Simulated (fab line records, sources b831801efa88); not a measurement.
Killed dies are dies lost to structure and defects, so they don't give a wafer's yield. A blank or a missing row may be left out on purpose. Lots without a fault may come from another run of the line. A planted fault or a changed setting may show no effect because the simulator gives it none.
A struck lot beside a sound one | flow sky130 | 16 steps out of a route of 708
Sound: wafers L100.2, L100.3, L100.5. Struck: wafer L116.4. (L116.2, L116.5 of the same lot were not struck and are left out.) The cause comes at the end.
At each step with rows: each side's tool, then ch and its chambers, then its first start. Under that, the readings that differ: sound wafers | struck wafers | difference of the means | sigmas: that difference in standard deviations of wafers without a fault.
alike: readings whose means differ by less than 2 such deviations, and words and numbers that are the same on both sides. not compared: withheld readings, readings that some wafer has no value for, bounds like >300 that may hide the same value, and numbers for which the record gives no deviation and whose values overlap.
The two part at a step that has a row with sigmas, a row that says differs or no value, or rows on one side only. Numbers that don't overlap but have no deviation are shown without sigmas and don't part them. A reading that every wafer of one side lacks parts them only if that side has two wafers or more.

SKY_SD_N_OVL_MEAS_08:
  sound on overlay-01, day 28 22:28; struck on overlay-01, day 34 07:17
  alike: SD_N_OVL
then, 2 steps without rows for these wafers: SKY_SD_N_IMPLANT_09; SKY_SD_N_IMPLANT_10.
SKY_SD_N_STRIP_11: strips in O2/N2.
  sound on plasma_asher-03 ch 0,1, day 28 22:48; struck on plasma_asher-01 ch 1, day 34 07:37
  alike: drypump_motor_current_A, oes_product_au, strip_time_to_endpoint_s
  not compared: rf_hours_counter_h
SKY_SD_N_TW_MEAS_12:
  sound on film_metro-04, day 28 22:55; struck on film_metro-02, day 34 07:43
  alike: SD_N_TW
then, 1 step without rows for these wafers: SKY_SD_N_CLEAN_13 (cleans in SC1/SC2, time 150 s).
SKY_SD_N_RTA_14: time 2 s.
  sound on rtp_anneal-02 ch 0, day 28 23:01; struck on rtp_anneal-02 ch 0, day 34 07:49
  alike: lamp_power_pct, wafer_temp_C_max
SKY_SD_N_RS_MEAS_16: measures by four-point-probe.
  sound on film_metro-02, day 28 23:12; struck on film_metro-01, day 34 08:02
  alike: SD_N_RS
SKY_SD_N_RS_MEAS_17: measures by four-point-probe.
  sound on film_metro-02, day 28 23:19; struck on film_metro-01, day 34 08:09
  alike: SD_P_RS
SKY_SD_N_RS_MEAS_18: measures by four-point-probe.
  sound on film_metro-02, day 28 23:26; struck on film_metro-01, day 34 08:16
  alike: RES_XHIGH_RS
then, 1 step without rows for these wafers: SKY_SALICIDE_CLEAN_00 (cleans in HF-last, time 30 s).
SKY_LI_CONTACT_HDPCVD_00: deposits PSG, target thk 930 nm, time 155 s.
  sound on hdpcvd-02 ch 1,2, day 28 23:34; struck on hdpcvd-01 ch 0, day 34 08:23
  reading                                       | sound             | struck | difference | sigmas
  run_length_s (s)                              | 182.0 182.1 182.1 | 195.5  | +13.4      | +23
  model.PSG_of_LI_CONTACT_HDPCVD_00.thk_nm (nm) | 932 922 926.4     | 1004   | +77        |
SKY_LI_CONTACT_THK_MEAS_01:
  sound on film_metro-04, day 28 23:40; struck on film_metro-02, day 34 08:30
  reading                    | sound       | struck | difference | sigmas
  LI_CONTACT_HDPCVD_THK (nm) | 932 922 926 | 1003   | +76        | +8
SKY_LI_CONTACT_CMP_02: polishes PSG.
  sound on cmp-02 ch 0,1,3, day 28 23:49; struck on cmp-02 ch 3, day 34 08:33
  reading                | sound          | struck | difference | sigmas
  time_to_endpoint_s (s) | 33.9 35.6 34.9 | 43.3   | +8.5       | +4
  alike: head_pressure_psi, motor_current_A
SKY_LI_CONTACT_BOW_MEAS_03:
  sound on film_metro-02, day 29 00:02; struck on film_metro-02, day 34 08:52
  alike: LI_CONTACT_BOW
then, 1 step without rows for these wafers: SKY_PAD_OPEN_PROBE_99.

WHERE THEY PART
First at SKY_LI_CONTACT_HDPCVD_00; last, within this record, at SKY_LI_CONTACT_CMP_02. Later steps at which nothing parts them and some readings are alike: SKY_LI_CONTACT_BOW_MEAS_03.

WHY: what the simulator had put in
Process parameter drift: hdpcvd-01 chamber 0, from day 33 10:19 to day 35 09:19, at SKY_LI_CONTACT_HDPCVD_00. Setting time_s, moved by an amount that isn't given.
